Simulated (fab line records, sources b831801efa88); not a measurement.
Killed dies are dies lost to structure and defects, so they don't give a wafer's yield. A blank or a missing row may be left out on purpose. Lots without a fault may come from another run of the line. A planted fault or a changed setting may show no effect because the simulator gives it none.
fab line records | flow gf180mcu
record lots=13 wafers=39 last_day=34
route steps=602 shown HV_LDD@223 PSD@257 SAB@275
lots that met no fault: from a run of the same line without faults
start_h: hours from the record's first day to the start of the lot's first wafer shown | wait_h: hours since the lot's step before | " the same as in the row above | L1.1+2: a row that stands for several wafers | - no value, or no start given | * or withheld: withheld | < > ~ a bound
route shown NAME@n: a module of which the file shows steps, and the number in the route of the first | usual: mean/standard deviation of fault-free wafers | same: alike in all rows | chamber/n: place in a boat | sites: the reading at each site | _std_site: their standard deviation | _edge_site: outer sites' mean less inner sites' | radius_mm: how far each site lies from the wafer's centre | mask NAME#n: copy n | behind: the tool/chamber that last shaped the wafer | hold: why the lot was held/for how many hours/how that ended | device: the transistor (n, p or np) that didn't switch | end of line: the same wafers' tests at the end of the route | a step without rows: its recipe alone | killed: dies lost to structure and defects at the first sort, not the wafer's yield | map: a wafer's dies, x killed, . not, _ none there
set.NAME: the setting as run; set.NAME@STEP: as run at that earlier step | model.NAME: the simulator's own value behind a step, which no gauge read
steps of the route over a sample of lots; a table a step, a row a wafer
services: from which hour (start_h, from the record's first day; less than 0 if before it) a tool's chamber was out of use, for how many hours, and why
## steps
# step GF_HV_LDD_OVL_MEAS_47
# usual HV_LDD_03_OVL=0.4/1.4
# columns lot.wafer tool chamber start_h wait_h HV_LDD_03_OVL[nm]
L980.1 overlay-02 - 267.30 0.1 0.5
L980.3 " - " " 0.9
L980.6 " - " " 0.6
L981.2 overlay-02 - 274.06 0.1 0.8
L981.3 " - " " 1.4
L981.4 " - " " 1.1
L984.2 overlay-01 - 294.35 0.1 0.3
L984.5 " - " " -1.0
L984.6 " - " " -0.6
L985.1 overlay-01 - 301.87 0.1 -1.5
L985.4 " - " " 1.0
L985.6 " - " " -1.5
L986.4 overlay-02 - 308.14 0.1 3.4
L986.5 " - " " 1.9
L986.6 " - " " 2.1
L987.2 overlay-02 - 317.35 0.1 0.5
L987.3 " - " " 0.9
L987.4 " - " " 1.0
L989.3 overlay-02 - 341.25 0.1 -0.2
L989.5 " - " " 1.1
L989.6 " - " " 0.2
L990.1 overlay-02 - 341.97 0.1 0.5
L990.4 " - " " -0.7
L990.6 " - " " -1.6
L991.3 overlay-02 - 348.63 0.1 -1.6
L991.4 " - " " 0.6
L991.5 " - " " 0.1
L993.2 overlay-01 - 375.13 0.1 1.4
L993.4 " - " " 2.1
L993.6 " - " " -1.0
L101.2 overlay-02 - 438.15 0.1 1.0
L101.5 " - " " 2.1
L101.6 " - " " 2.7
L102.1 overlay-02 - 438.44 0.1 1.8
L102.3 " - " " -0.6
L102.5 " - " " 1.7
L103.3 overlay-01 - 453.60 0.1 0.4
L103.4 " - " " 2.0
L103.6 " - " " 4.1
# step GF_HV_LDD_ETCHBACK_58
# recipe chemistry=CH3F/O2 target=Si3N4 stop_on=SiO2 source_w=400 bias_w=80 pressure_mtorr=25 ch3f_flow_sccm=40 O2_flow_sccm=30 time_s=100 target_depth_a=900
# usual drypump_motor_current_A=5.6/0.36 oes_product_au=0.842/0.0065 rf_fwd_power_W=397.8/1.2 throttle_valve_pct=10.560/0.0094
# columns lot.wafer tool chamber start_h wait_h drypump_motor_current_A oes_product_au rf_fwd_power_W rf_hours_counter_h throttle_valve_pct
L980.1 rie_diel-01 2 272.43 0.1 5.9 0.851 396.2 114 10.571
L980.3 " 3 " " 5.5 0.851 397.7 101 10.580
L980.6 " 3 " " 5.5 0.849 396.8 - 10.572
L981.2 rie_diel-01 1 283.20 0.0 5.7 0.844 396.5 38 10.552
L981.3 " 2 " " 5.9 0.848 399.1 115 10.551
L981.4 " 0 " " 5.6 0.847 398.6 16 10.562
L984.2 rie_diel-02 3 300.38 0.0 6.0 0.837 400.1 111 10.564
L984.5 " 3 " " 6.0 0.844 402.7 - 10.559
L984.6 " 2 " " 5.1 0.829 397.7 - 10.560
L985.1 rie_diel-01 2 305.08 0.1 6.0 0.831 397.0 115 10.566
L985.4 " 2 " " 6.0 0.826 397.3 - 10.558
L985.6 " 3 " " 5.5 0.835 396.3 - 10.567
L986.4 rie_diel-02 1 311.62 0.0 5.3 0.848 399.1 24 10.566
L986.5 " 3 " " 6.0 0.842 397.6 - 10.565
L986.6 " 2 " " 5.1 0.846 401.0 - 10.570
L987.2 rie_diel-04 3 323.53 0.0 6.3 0.846 397.4 6 10.548
L987.3 " 1 " " 5.0 0.845 398.2 15 10.551
L987.4 " 2 " " 5.8 0.829 398.5 8 10.568
L989.3 rie_diel-04 1 346.13 0.0 5.0 0.841 397.0 16 10.576
L989.5 " 2 " " 5.8 0.840 396.6 - 10.558
L989.6 " 3 " " 6.3 0.834 397.4 - 10.575
L990.1 rie_diel-02 2 346.14 0.1 5.1 0.837 399.5 11 10.551
L990.4 " 3 " " 6.0 0.844 398.2 113 10.559
L990.6 " 3 " " 6.0 0.842 398.6 - 10.567
L991.3 rie_diel-01 1 352.42 0.0 5.7 0.843 396.7 40 10.561
L991.4 " 2 " " 5.9 0.842 398.0 117 10.565
L991.5 " 2 " " 6.0 0.839 397.2 - 10.568
L993.2 rie_diel-01 2 378.28 0.0 5.9 0.852 395.9 118 10.554
L993.4 " 0 " " 5.5 0.850 397.1 18 10.567
L993.6 " 1 " " 5.7 0.838 397.1 - 10.566
L101.2 rie_diel-02 2 441.33 0.0 5.1 0.839 397.9 13 10.554
L101.5 " 0 " " 5.3 0.839 396.0 - 10.555
L101.6 " 3 " " 6.0 0.837 397.3 - 10.566
L102.1 rie_diel-01 2 441.59 0.1 6.0 0.840 398.0 1 10.574
L102.3 " 3 " " 5.5 0.857 397.7 106 10.563
L102.5 " 3 " " 5.5 0.840 397.9 - 10.555
L103.3 rie_diel-02 3 456.74 0.0 6.0 0.846 398.6 1 10.557
L103.4 " 0 " " 5.3 0.838 396.7 2 10.562
L103.6 " 2 " " 5.1 0.843 398.1 - 10.582
# step GF_PSD_IMPLANT_09
# recipe species=BF2 energy_kev=40 dose_cm2=1.5e+15 tilt_deg=7
# usual dose_ions_cm2=1.5e+15/1.5e+12
# columns lot.wafer tool chamber start_h wait_h dose_ions_cm2
L980.1 implanter-02 0 311.96 0.0 1.5025e+15
L980.3 " 0 " " 1.5024e+15
L980.6 " 0 " " 1.5014e+15
L981.2 implanter-01 0 323.48 0.0 1.5016e+15
L981.3 " 0 " " 1.4995e+15
L981.4 " 0 " " 1.5001e+15
L984.2 implanter-01 0 341.73 0.0 1.5019e+15
L984.5 " 0 " " 1.5006e+15
L984.6 " 0 " " 1.4985e+15
L985.1 implanter-03 0 347.11 0.0 1.5002e+15
L985.4 " 0 " " 1.4999e+15
L985.6 " 0 " " 1.499e+15
L986.4 implanter-03 0 354.43 0.1 1.4989e+15
L986.5 " 0 " " 1.4982e+15
L986.6 " 0 " " 1.5013e+15
L987.2 implanter-03 0 366.89 0.0 1.4995e+15
L987.3 " 0 " " 1.5013e+15
L987.4 " 0 " " 1.5013e+15
L989.3 implanter-02 0 391.64 0.1 1.5006e+15
L989.5 " 0 " " 1.4996e+15
L989.6 " 0 " " 1.5006e+15
L990.1 implanter-03 0 392.11 0.0 1.4973e+15
L990.4 " 0 " " 1.4999e+15
L990.6 " 0 " " 1.502e+15
L991.3 implanter-02 0 399.06 0.1 1.5023e+15
L991.4 " 0 " " 1.5008e+15
L991.5 " 0 " " 1.5008e+15
L993.2 implanter-02 0 425.73 0.0 1.4998e+15
L993.4 " 0 " " 1.5004e+15
L993.6 " 0 " " 1.5004e+15
L101.2 implanter-01 0 491.24 0.0 1.5001e+15
L101.5 " 0 " " 1.4984e+15
L101.6 " 0 " " 1.4996e+15
L102.1 implanter-01 0 491.53 0.0 1.5423e+15
L102.3 " 0 " " 1.5444e+15
L102.5 " 0 " " 1.543e+15
L103.3 implanter-01 0 504.92 0.1 1.544e+15
L103.4 " 0 " " 1.5431e+15
L103.6 " 0 " " 1.5436e+15
# step GF_SAB_ETCH_11
# recipe chemistry=C4F8/O2/Ar mask_material=NOVOLAK target=SiO2 target_depth_nm=55 source_w=1500 bias_w=1200 pressure_mtorr=40 c4f8_flow_sccm=withheld O2_flow_sccm=6 Ar_flow_sccm=300 time_s=8.5
# usual oes_product_au=1.000/0.011 rf_fwd_power_W=1472/7.5
# columns lot.wafer tool chamber start_h wait_h oes_product_au rf_fwd_power_W rf_hours_counter_h
L980.1 rie_diel-01 1 332.38 0.0 0.984 1454 40
L980.3 " 2 " " 0.992 1481 116
L980.6 " 3 " " 1.010 1476 -
L981.2 rie_diel-02 0 346.03 0.0 1.008 1475 115
L981.3 " 1 " " 1.014 1464 25
L981.4 " 2 " " 0.990 1477 11
L984.2 rie_diel-01 2 364.58 0.0 0.984 1479 117
L984.5 " 2 " " 0.989 1478 -
L984.6 " 1 " " 1.005 1462 -
L985.1 rie_diel-01 1 370.68 0.0 0.989 1463 41
L985.4 " 0 " " 1.003 1478 18
L985.6 " 3 " " 1.013 1467 -
L986.4 rie_diel-02 3 377.13 0.0 0.992 1476 -
L986.5 " 1 " " 1.010 1481 -
L986.6 " 2 " " 0.998 1480 -
L987.2 rie_diel-02 3 391.46 0.0 0.995 1469 114
L987.3 " 2 " " 0.995 1481 12
L987.4 " 1 " " 0.999 1466 -
L989.3 rie_diel-03 3 415.83 0.0 1.022 1468 13
L989.5 " 2 " " 1.002 1468 -
L989.6 " 1 " " 1.014 1487 -
L990.1 rie_diel-02 1 416.11 0.0 1.011 1468 26
L990.4 " 1 " " 1.022 1465 -
L990.6 " 2 " " 0.991 1479 -
L991.3 rie_diel-01 0 423.21 0.0 1.005 1477 19
L991.4 " 2 " " 0.980 1478 0
L991.5 " 1 " " 0.992 1459 -
L993.2 rie_diel-01 2 450.66 0.0 0.986 1481 1
L993.4 " 0 " " 1.005 1468 -
L993.6 " 2 " " 0.991 1482 -
L101.2 rie_diel-03 1 514.56 0.0 1.021 1481 10
L101.5 " 0 " " 0.986 1464 -
L101.6 " 1 " " 1.016 1484 -
L102.1 rie_diel-01 1 515.62 0.0 1.002 1462 45
L102.3 " 2 " " 0.987 1470 3
L102.5 " 2 " " 0.992 1473 -
L103.3 rie_diel-01 0 528.72 0.0 1.013 1471 22
L103.4 " 3 " " 1.025 1466 1
L103.6 " 2 " " 1.004 1479 -
## services
# columns tool chamber start_h hours kind
rie_diel-01 1 266.51 10.5 repair
implanter-03 - 296.74 0.5 repair
rie_diel-01 1 305.05 5.2 repair
rie_diel-01 3 316.83 6.4 repair
implanter-01 - 316.94 2.4 repair
rie_diel-01 0 319.47 16.3 repair
rie_diel-03 2 337.00 3.0 repair
rie_diel-03 3 337.48 9.1 repair
implanter-01 - 381.55 2.4 repair
implanter-03 - 383.42 2.5 repair
rie_diel-01 3 384.86 5.6 repair
implanter-03 - 420.39 5.7 pm
rie_diel-01 0 431.56 12.3 repair
rie_diel-01 - 432.03 2.8 pm
rie_diel-01 3 446.63 5.2 repair
implanter-02 - 447.89 2.9 repair
implanter-02 - 450.82 1.1 repair
implanter-02 - 454.11 3.0 repair
rie_diel-02 1 472.38 3.0 repair
implanter-01 - 483.54 1.8 repair
implanter-03 - 490.39 1.3 repair
rie_diel-01 1 493.76 2.5 repair
implanter-02 - 499.48 7.9 repair
implanter-03 - 504.00 2.8 repair
## key
first_sign step=GF_PSD_IMPLANT_09 reading=dose_ions_cm2 direction=up sigmas=29 usual=1.5e+15 struck=1.5434e+15
effect none on later readings
met_at GF_PSD_IMPLANT_09
struck_lots L102,L103
tester_left_out L102,L103
not_acting_at GF_HV_LDD_OVL_MEAS_47,GF_HV_LDD_ETCHBACK_58,GF_SAB_ETCH_11
onset_between 491.24 491.53
fault kind=process_parameter_drift tool=implanter-01 chamber=- onset_h=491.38 steps=GF_PSD_IMPLANT_09 channel=dose_cm2 offset=4.4246e+13 shape=step end_h=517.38 acts_in=these_recipes_only stated=1.5e+15
# tester_left_out: of these lots the tester's yield and bins aren't shown, on N5 and GAA mostly nor the transistor test; their killed dies are dies lost to structure and defects alone, not to doping, threshold or leakage, so they don't give the yield
